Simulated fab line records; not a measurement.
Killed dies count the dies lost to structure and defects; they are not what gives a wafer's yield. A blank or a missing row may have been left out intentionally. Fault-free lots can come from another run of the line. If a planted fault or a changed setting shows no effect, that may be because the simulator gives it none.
Which tool was responsible? ; flow sky130 ; 11 lots, 33 wafers sampled, at 3 steps of a route of 708

== WHAT EACH GAUGE READ, for each wafer ==
SKY_SD_P_CD_MEAS_07 targets a cd of 380 nm.
lot;measured;on;cdNm (nm)
L386;day 26 16:56;cdSem-02;- - -
L389;day 28 03:52;cdSem-02;384.2 384.7 386.5
L390;day 28 07:51;cdSem-02;379.1 379.8 379.8
L392;day 29 00:36;cdSem-01;380.3 378.1 381.3
L394;day 30 04:56;cdSem-01;380.2 383.7 380.0
L396;day 31 03:52;cdSem-02;380.5 379.8 379.8
L399;day 31 19:50;cdSem-01;381.5 381.7 382.1
L400;day 31 22:14;cdSem-02;378.8 379.0 379.0
L401;day 32 06:41;cdSem-01;378.7 379.2 379.1
L402;day 32 08:15;cdSem-01;377.2 375.1 376.4
L403;day 32 11:40;cdSem-01;374.5 375.9 373.6

== EACH LOT AND THE TOOL THAT RAN IT (in order: tool; ch and the chambers of the sampled wafers; start) ==
lot;SKY_POLY_CUT_ETCH_10;SKY_SD_P_EXPOSE_04
L386;rieDiel-04 ch 2,3, day 25 11:11;ilineStepper-02 ch 0, day 26 02:52
L389;rieDiel-03 ch 0,3, day 26 22:53;ilineStepper-01 ch 0, day 27 13:32
L390;rieDiel-04 ch 1,2, day 27 02:53;ilineStepper-01 ch 0, day 27 18:02
L392;rieDiel-03 ch 0,1, day 27 20:12;ilineStepper-02 ch 0, day 28 10:22
L394;rieDiel-03 ch 0,2,3, day 29 00:59;ilineStepper-02 ch 0, day 29 14:56
L396;rieDiel-04 ch 1,2, day 30 00:02;ilineStepper-02 ch 0, day 30 13:49
L399;rieDiel-04 ch 0,1,2, day 30 16:05;ilineStepper-01 ch 0, day 31 06:16
L400;rieDiel-04 ch 0,2, day 30 18:17;ilineStepper-01 ch 0, day 31 08:20
L401;rieDiel-03 ch 0,1,3, day 31 02:53;ilineStepper-02 ch 0, day 31 17:02
L402;rieDiel-03 ch 0,1, day 31 05:05;ilineStepper-01 ch 0, day 31 19:04
L403;rieDiel-02 ch 0,3, day 31 08:11;ilineStepper-02 ch 0, day 31 22:20
- SKY_POLY_CUT_ETCH_10: etches BARC in N2/H2, stops on SiO2, time 45.9 s, target depth 60 nm.
- SKY_SD_P_EXPOSE_04: exposes mask PSDM, target cd 380 nm.

== THE ANSWER, worked out from the rows above alone ==
Rule: usual is defined by the lots themselves. The widest of any qualifying gaps counts: lots, ordered by their means at a reading, are off when they make up no more than a third of the lots, leave a main group of 4 or more, and stand apart from it by 3 or more times the standard deviation of that group's means. If all means in a main group match to the digits the tables above print for the reading, that group is not used. Also off: a lot with no number at a reading for which 4 or more lots have one. The other lots that the step has rows for count as sound.
Off: L386 (SKY_SD_P_CD_MEAS_07, cdNm). Without a number there: L386. Mean 379.7 nm and standard deviation 2.7 in the main group.
A tool fits if, at a process step before that reading, it ran every lot that is off, and no sound lot after the first of them. Those tools and the gauges at SKY_SD_P_CD_MEAS_07 are tried in the same way. Not one of the candidates tried fits.

== WHAT HAD BEEN PUT IN BY THE SIMULATOR ==
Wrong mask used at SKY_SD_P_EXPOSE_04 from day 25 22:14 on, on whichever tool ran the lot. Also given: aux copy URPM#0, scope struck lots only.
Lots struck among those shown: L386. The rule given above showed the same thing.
